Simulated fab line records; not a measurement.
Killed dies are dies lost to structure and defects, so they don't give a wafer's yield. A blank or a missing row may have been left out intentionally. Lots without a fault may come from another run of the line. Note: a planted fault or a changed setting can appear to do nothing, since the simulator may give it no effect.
Which tool is to blame? -- flow gf180mcu -- 12 lots (36 wafers sampled), 1 step of a 602-step route

## WHAT THE GAUGES SHOWED, per wafer
GF_V1_RS_MEAS_24: measurement is done with a four-point probe.
lot,measured,on,V1_W_RS (ohm/sq)
L075,day 18 06:00,film_metro-01,0.327 0.339 0.330
L077,day 19 02:13,film_metro-03,0.327 0.339 0.331
L079,day 20 02:47,film_metro-01,0.320 0.322 0.324
L081,day 20 18:49,film_metro-02,0.327 0.324 0.324
L083,day 21 11:30,film_metro-02,0.326 0.329 0.333
L085,day 22 10:52,film_metro-03,0.330 0.332 0.330
L087,day 22 19:58,film_metro-02,0.323 0.327 0.328
L090,day 24 01:14,film_metro-02,0.329 0.328 0.328
L091,day 24 15:33,film_metro-02,0.322 0.325 0.328
L093,day 24 23:20,film_metro-01,0.328 0.334 0.335
L095,day 25 10:14,film_metro-02,0.323 0.333 0.320
L097,day 26 01:43,film_metro-01,0.332 0.329 0.325

## WHICH TOOL RAN EACH LOT (tool, then ch and the chambers of the sampled wafers, then the start)
Record: no process step prior to these readings.

## THE ANSWER, worked out from the rows above alone
Rule: usual is defined by the lots themselves. The widest of any qualifying gaps counts: lots, ordered by their means at a reading, are off when they make up no more than a third of the lots, leave a main group of 4 or more, and stand apart from it by 3 or more times the standard deviation of that group's means. The tables above print the reading to a certain number of digits; a main group whose means all agree to those digits is not used. A lot without any number at a reading at which 4 lots or more have one is off too. The other lots that the step has rows for count as sound.
None of the lots is off at any reading shown; this tells nothing.

## WHAT THE SIMULATOR PUT IN
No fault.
